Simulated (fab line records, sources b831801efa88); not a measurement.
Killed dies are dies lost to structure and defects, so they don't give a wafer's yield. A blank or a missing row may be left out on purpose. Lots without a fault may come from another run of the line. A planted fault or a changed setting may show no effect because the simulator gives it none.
One fault seen from 2 desks | flow gf180mcu | each desk has only its own numbers; what lay behind them comes last

THE METROLOGY DESK
What the gauges read, lot by lot, whatever tool the lot ran on: means of the sampled wafers that have a number. A lot is out of limits, marked OUT, if its mean lies more than 4 standard deviations from the usual mean; the brackets give that distance.
Columns: A = cd_nm at GF_CONTACT_CD_MEAS_14, usual 220.7 nm; B = CONTACT_OVL at GF_CONTACT_OVL_MEAS_15, usual 1 nm
lot  | first seen here | A     | B
L296 | day 16 00:19    | 220.5 | -5
L301 | day 17 23:18    | 220.1 | -3
L302 | day 18 19:37    | 222.1 | 6
L316 | day 23 06:03    | 221.2 | -2
L318 | day 23 23:53    | 220.4 | 4
This desk's finding: nothing out of limits on any of the 5 lots.

THE TOOL OWNER'S DESK: pvd_sputter-04
The tool's own readings at GF_CONTACT_SPUTTER_22 (material Ti, target thk 15 nm, time 80.02 s): means of the sampled wafers that have a number, for each lot that ran on this tool. A lot is out of limits, marked OUT, if its mean lies more than 4 standard deviations from the usual mean; the brackets give that distance.
Columns: A = cathode_dc_power_W at GF_CONTACT_SPUTTER_22, usual 2500.0 W; B = throttle_valve_pct at GF_CONTACT_SPUTTER_22, usual 30.3 %
lot  | first seen here | A      | B
L296 | day 16 00:55    | 2499.8 | 30.6
L302 | day 18 20:13    | 2500.3 | 30.7
This desk's finding: nothing out of limits on any of the 2 lots.

PUT TOGETHER
The metrology desk saw nothing out of limits.
The tool owner's desk saw nothing out of limits.

WHAT THE SIMULATOR HAD PUT IN
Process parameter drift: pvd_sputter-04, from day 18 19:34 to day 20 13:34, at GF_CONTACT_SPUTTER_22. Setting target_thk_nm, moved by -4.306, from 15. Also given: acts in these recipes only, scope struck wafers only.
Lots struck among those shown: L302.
